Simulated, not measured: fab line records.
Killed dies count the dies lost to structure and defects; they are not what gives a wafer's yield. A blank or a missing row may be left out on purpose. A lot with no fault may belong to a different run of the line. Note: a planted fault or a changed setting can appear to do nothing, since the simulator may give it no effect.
Chamber matching || flow sky130 || SKY_VIA4_CMP_02 on cmp-01: 3 sister chambers
The step polishes SiO2. 6 wafers are shown with their chamber, then 8 later ones without.

## WAFERS WITH THEIR CHAMBER
{"wafer": "L087.3", "chamber": 1, "motor current A (A)": 12.0}
{"wafer": "L087.5", "chamber": 1, "motor current A (A)": 11.3}
{"wafer": "L087.6", "chamber": 0, "motor current A (A)": 13.2}
{"wafer": "L088.4", "chamber": 0, "motor current A (A)": 13.1}
{"wafer": "L088.6", "chamber": 2, "motor current A (A)": 10.2}
{"wafer": "L090.1", "chamber": 2, "motor current A (A)": 10.9}

## WAFERS WHOSE CHAMBER IS MISSING
{"wafer": "L090.6", "motor current A (A)": 12.8}
{"wafer": "L092.3", "motor current A (A)": 10.8}
{"wafer": "L092.4", "motor current A (A)": 13.2}
{"wafer": "L093.2", "motor current A (A)": 11.0}
{"wafer": "L093.3", "motor current A (A)": 12.5}
{"wafer": "L095.1", "motor current A (A)": 10.6}
{"wafer": "L095.2", "motor current A (A)": 11.5}
{"wafer": "L095.4", "motor current A (A)": 12.8}

## WHICH CHAMBER EACH WENT THROUGH
{"wafer": "L090.6", "from the rows above": "can't be placed: 0 or 1", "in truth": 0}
{"wafer": "L092.3", "from the rows above": "can't be placed: 2 or 1", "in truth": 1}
{"wafer": "L092.4", "from the rows above": 0, "in truth": 0}
{"wafer": "L093.2", "from the rows above": "can't be placed: 2 or 1", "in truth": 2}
{"wafer": "L093.3", "from the rows above": "can't be placed: 0 or 1", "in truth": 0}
{"wafer": "L095.1", "from the rows above": 2, "in truth": 2}
{"wafer": "L095.2", "from the rows above": "can't be placed: 1 or 2", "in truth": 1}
{"wafer": "L095.4", "from the rows above": "can't be placed: 0 or 1", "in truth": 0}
2 of 8 placed correctly. Can't be placed from these rows: 6 (the true chamber is among the candidates in 6). Wrongly placed: 0.
How it was worked out, from the rows above alone: a wafer's distance from a chamber is the root of the sum, over the readings, of the square of ((its reading less the chamber's mean) divided by the reading's scatter). If the next closest chamber is less than 2 further off than the closest, the wafer can't be placed; otherwise it belongs to the closest. For every chamber, the mean is computed from those of its wafers that are shown. The scatter: the root of (the sum of the squares of (reading less its chamber's mean) over the shown wafers, divided by (wafers less chambers)).
